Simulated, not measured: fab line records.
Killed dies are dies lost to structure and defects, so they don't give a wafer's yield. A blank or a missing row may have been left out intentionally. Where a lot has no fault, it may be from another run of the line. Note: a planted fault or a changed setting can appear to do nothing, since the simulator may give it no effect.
What tool caused it? | flow gf180mcu | 8 lots with 24 wafers sampled at 6 steps, on a route of 602 steps

## WHAT THE GAUGES SHOWED, per wafer
GF_POLY_GATE_CD_MEAS_10: the cd target is 280 nm. Usual: 279.5 nm for cd_nm, sd 1.2.
lot  | measured     | on        | cd_nm (nm)        | flag
L542 | day 9 06:41  | cd_sem-02 | 279.9 281.0 281.6 |
L543 | day 9 22:31  | cd_sem-01 | 279.7 278.4 278.6 |
L545 | day 10 11:35 | cd_sem-01 | 278.9 279.3 280.0 |
L544 | day 10 13:25 | cd_sem-01 | 278.3 278.0 278.0 |
L547 | day 11 00:40 | cd_sem-01 | 280.0 278.4 278.6 |
L551 | day 12 04:48 | cd_sem-02 | 281.5 282.3 281.9 |
L553 | day 12 13:02 | cd_sem-02 | 279.7 278.7 279.6 |
L554 | day 13 02:31 | cd_sem-01 | 279.5 280.6 278.8 |

GF_POLY_GATE_OVL_MEAS_11. Usual: for POLY_GATE_OVL the level is -4 nm and the standard deviation is 4.8.
lot  | measured     | on         | POLY_GATE_OVL (nm) | flag
L542 | day 9 06:47  | overlay-02 | -8 -7 -1           |
L543 | day 9 22:38  | overlay-02 | -14 -9 1           |
L545 | day 10 11:43 | overlay-02 | 5 -9 -7            |
L544 | day 10 13:32 | overlay-01 | -8 0 -3            |
L547 | day 11 00:47 | overlay-02 | -4 -3 -3           |
L551 | day 12 04:53 | overlay-02 | -11 -3 -10         |
L553 | day 12 13:10 | overlay-01 | -6 -2 3            |
L554 | day 13 02:38 | overlay-01 | -3 -2 -4           |

GF_PSD_TW_MEAS_11. Usual: for PSD_TW the level is 3167 and the standard deviation is 26.
lot  | measured     | on            | PSD_TW                        | flag
L542 | day 14 10:04 | film_metro-04 | 3199 3217 3199                |
L543 | day 15 05:07 | film_metro-02 | 3159 3166 3143                |
L545 | day 15 19:46 | film_metro-02 | 3174 3162 3174                |
L544 | day 15 23:31 | film_metro-02 | 3181 3166 3169                |
L547 | day 16 11:10 | film_metro-03 | 3144 3157 3139                |
L551 | day 18 03:48 | film_metro-04 | 2181 2166 2177 2170 2173 2170 | OFF
L553 | day 18 09:25 | film_metro-03 | 2121 2127 2120 2127 2116 2130 | OFF
L554 | day 19 00:31 | film_metro-03 | 2123 2122 2134 2134 2139 2129 | OFF

GF_PSD_RS_MEAS_15: measurement is done with a four-point probe. Usual: for PSD_RS the level is 108.41 ohm/sq and the standard deviation is 0.28.
lot  | measured     | on            | PSD_RS (ohm/sq)                     | flag
L542 | day 14 10:23 | film_metro-04 | 108.58 108.57 108.20                |
L543 | day 15 05:25 | film_metro-04 | 108.05 108.34 108.01                |
L545 | day 15 20:05 | film_metro-03 | 108.23 108.14 108.66                |
L544 | day 15 23:50 | film_metro-04 | 108.18 108.03 108.03                |
L547 | day 16 11:32 | film_metro-03 | 107.99 108.29 108.19                |
L551 | day 18 07:47 | film_metro-04 | 78.85 79.23 78.67 79.11 79.36 78.60 | OFF
L553 | day 18 13:31 | film_metro-04 | 78.29 78.70 78.73 78.55 78.48 78.72 | OFF
L554 | day 19 02:38 | film_metro-02 | 78.89 78.93 79.01 78.88 78.77 78.95 | OFF

## TOOL THAT RAN EACH LOT (tool first, then ch and the chambers of the sampled wafers, then the start)
lot  | GF_PSD_IMPLANT_09               | GF_PSD_STRIP_10
L542 | implanter-01 ch 0, day 14 09:50 | plasma_asher-03 ch 0,1, day 14 09:58
L543 | implanter-01 ch 0, day 15 04:52 | plasma_asher-04 ch 0, day 15 05:01
L545 | implanter-04 ch 0, day 15 19:31 | plasma_asher-03 ch 0,1, day 15 19:40
L544 | implanter-04 ch 0, day 15 23:16 | plasma_asher-04 ch 0,1, day 15 23:25
L547 | implanter-03 ch 0, day 16 10:55 | plasma_asher-03 ch 0,1, day 16 11:04
L551 | implanter-01 ch 0, day 18 03:35 | plasma_asher-04 ch 0,1, day 18 03:42
L553 | implanter-01 ch 0, day 18 09:10 | plasma_asher-03 ch 1, day 18 09:19
L554 | implanter-03 ch 0, day 19 00:16 | plasma_asher-03 ch 0,1, day 19 00:25
- GF_PSD_IMPLANT_09
- GF_PSD_STRIP_10: strips in O2/N2.

## WHAT THE TOOLS THEMSELVES READ (means of the sampled wafers that have a number; where no wafer has one, the mark that the record gives instead)
GF_PSD_IMPLANT_09. Usual: 8285 for faraday_current_uA, sd 160.
lot  | tool         | faraday_current_uA | flag
L542 | implanter-01 | 8153               |
L543 | implanter-01 | 8152               |
L545 | implanter-04 | 8066               |
L544 | implanter-04 | 8378               |
L547 | implanter-03 | 8303               |
L551 | implanter-01 | 8201               |
L553 | implanter-01 | 8214               |
L554 | implanter-03 | 8360               |

GF_PSD_STRIP_10. Usual: drypump_motor_current_A 5.5 A, standard deviation 0.45; heater_power_w 354 W, standard deviation 41; oes_product_au 0.592 a.u., standard deviation 0.0044; strip_time_to_endpoint_s 16.53 s, standard deviation 0.042.
lot  | tool            | drypump_motor_current_A (A) | heater_power_w (W) | oes_product_au (a.u.) | strip_time_to_endpoint_s (s) | flag
L542 | plasma_asher-03 | 5.3                         | 333                | 0.601                 | 16.52                        |
L543 | plasma_asher-04 | 5.1                         | 358                | 0.589                 | 16.48                        |
L545 | plasma_asher-03 | 5.6                         | 372                | 0.590                 | 16.50                        |
L544 | plasma_asher-04 | 5.4                         | 383                | 0.592                 | 16.54                        |
L547 | plasma_asher-03 | 5.6                         | 373                | 0.594                 | 16.54                        |
L551 | plasma_asher-04 | 5.3                         | 367                | 0.632                 | 14.85                        | OFF
L553 | plasma_asher-03 | 4.9                         | 298                | 0.632                 | 14.90                        | OFF
L554 | plasma_asher-03 | 5.6                         | 376                | 0.629                 | 14.85                        | OFF

## THE ANSWER, worked out from the rows above alone
Rule: a lot counts as off when the mean over its wafers that have a number is more than 3 standard deviations away from the usual mean. A lot without any number at a reading at which 4 lots or more have one is off too. All remaining lots with rows at the step are treated as sound. The gauges are gone through in route order, then the tools' own readings, and for those a lot's mean is taken as printed above. The first step at which some lot is off is used, and at that step the reading that is off furthest; a lot without a number counts as furthest.
Off: L551, L553, L554, at GF_PSD_TW_MEAS_11 (PSD_TW).
If a tool, at a process step before that reading, ran all the lots that are off and no sound lot after the first of them, it fits. The gauges at GF_PSD_TW_MEAS_11 aren't tried: what is off there is off at GF_PSD_STRIP_10 too, on other tools, and a gauge's error can't cause that. No candidate that was tried fits.

## WHAT THE SIMULATOR PUT IN
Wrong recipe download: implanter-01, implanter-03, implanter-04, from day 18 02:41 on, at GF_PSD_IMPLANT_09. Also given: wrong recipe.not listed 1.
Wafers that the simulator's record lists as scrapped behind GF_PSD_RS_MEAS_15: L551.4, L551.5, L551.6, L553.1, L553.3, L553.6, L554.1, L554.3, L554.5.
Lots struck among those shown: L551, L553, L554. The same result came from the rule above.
